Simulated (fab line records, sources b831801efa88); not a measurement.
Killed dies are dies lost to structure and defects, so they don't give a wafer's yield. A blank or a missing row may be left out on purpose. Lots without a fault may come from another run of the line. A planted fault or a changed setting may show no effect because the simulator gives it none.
Which tool did it? | flow gf180mcu | 7 lots, 21 wafers sampled, at 2 steps of a route of 602

WHAT THE GAUGES READ, wafer by wafer
GF_MVSD_OVL_MEAS_07.
lot  | measured    | on         | MVSD_OVL (nm)
L933 | day 4 16:28 | overlay-02 | 1.0 1.3 2.3
L939 | day 6 01:52 | overlay-02 | 0.2 0.7 0.3
L942 | day 6 22:39 | overlay-01 | -2.1 -0.6 -1.8
L944 | day 7 06:20 | overlay-01 | -87.2 -86.2 -84.7
L946 | day 7 20:19 | overlay-01 | -84.2 -86.2 -86.2
L949 | day 8 14:55 | overlay-01 | 0.6 0.7 0.5
L954 | day 9 19:28 | overlay-02 | 0.8 -0.3 0.6

WHICH TOOL RAN EACH LOT (tool, then ch and the chambers of the sampled wafers, then the start)
lot  | GF_MVSD_EXPOSE_04
L933 | iline_stepper-01 ch 0, day 4 10:01
L939 | iline_stepper-01 ch 0, day 5 18:43
L942 | iline_stepper-01 ch 0, day 6 15:11
L944 | iline_stepper-01 ch 0, day 6 23:17
L946 | iline_stepper-01 ch 0, day 7 12:23
L949 | iline_stepper-02 ch 0, day 8 06:58
L954 | iline_stepper-02 ch 0, day 9 10:47
- GF_MVSD_EXPOSE_04: exposes mask MVSD, target cd 1000 nm.

THE ANSWER, worked out from the rows above alone
Rule: what is usual is taken from the lots themselves. Put in order of their means at a reading, lots are off if they are a third of the lots or fewer, leave a main group of 4 or more, and stand apart from it by a gap of 3 or more times the standard deviation of the main group's means; of several such gaps the widest counts. A main group whose means are all the same, to the digits that the tables above print for the reading, isn't used. A lot without any number at a reading at which 4 lots or more have one is off too. The other lots that the step has rows for count as sound.
Off: L944, L946, at GF_MVSD_OVL_MEAS_07 (MVSD_OVL). The main group: mean 0.3 nm, standard deviation 0.99.
A tool fits if, at a process step before that reading, it ran every lot that is off, and no sound lot after the first of them. The gauges at GF_MVSD_OVL_MEAS_07 are tried like those tools. One fits: iline_stepper-01 at GF_MVSD_EXPOSE_04. Its last sound lot is L942 (day 6 15:11), its first lot that is off L944 (day 6 23:17): a fault that began between those two fits.

WHAT THE SIMULATOR HAD PUT IN
Scanner matching overlay: iline_stepper-01, from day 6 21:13 on, at GF_MVSD_EXPOSE_04. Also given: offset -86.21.
Lots struck among those shown: L944, L946. The rule above found the same.
